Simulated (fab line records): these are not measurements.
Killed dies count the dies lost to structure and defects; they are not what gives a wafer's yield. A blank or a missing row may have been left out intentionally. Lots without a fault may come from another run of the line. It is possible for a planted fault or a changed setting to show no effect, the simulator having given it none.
Matching of chambers ; flow sky130 ; SKY_VIA2_CMP_02 on cmp-02: 4 sister chambers
The step polishes SiO2. 8 wafers are shown with their chamber, then 8 later ones without.

## WAFERS PAIRED WITH THEIR CHAMBERS
wafer;chamber;motor current A (A)
L225.1;2;10.3
L226.6;1;12.3
L231.2;3;15.0
L231.6;3;13.5
L235.2;1;11.7
L235.4;2;10.4
L235.6;0;10.6
L240.1;0;9.8

## WAFERS WITHOUT THEIR CHAMBER
wafer;motor current A (A)
L240.4;14.4
L240.6;10.4
L244.1;13.9
L244.4;12.0
L244.6;12.3
L245.3;14.3
L245.5;13.7
L245.6;10.3

## CHAMBER TAKEN BY EACH
wafer;from the rows above;in truth
L240.4;3;3
L240.6;can't be placed: 2 or 0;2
L244.1;3;3
L244.4;1;1
L244.6;1;1
L245.3;3;3
L245.5;can't be placed: 3 or 1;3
L245.6;can't be placed: 2 or 0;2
Correctly placed: 5 of 8. Can't be placed from these rows: 3 (the true chamber is among the candidates in 3). Placed wrongly: 0.
How it was worked out, from the rows above alone: a wafer's distance from a chamber is the root of the sum, over the readings, of the square of ((its reading less the chamber's mean) divided by the reading's scatter). The wafer belongs to the nearest chamber; if the next one is less than 2 further off, it can't be placed. The mean given for a chamber averages the wafers shown for that chamber. The scatter is the square root of a quotient: the sum, over the shown wafers, of each reading's squared deviation from its chamber's mean, divided by wafers minus chambers.
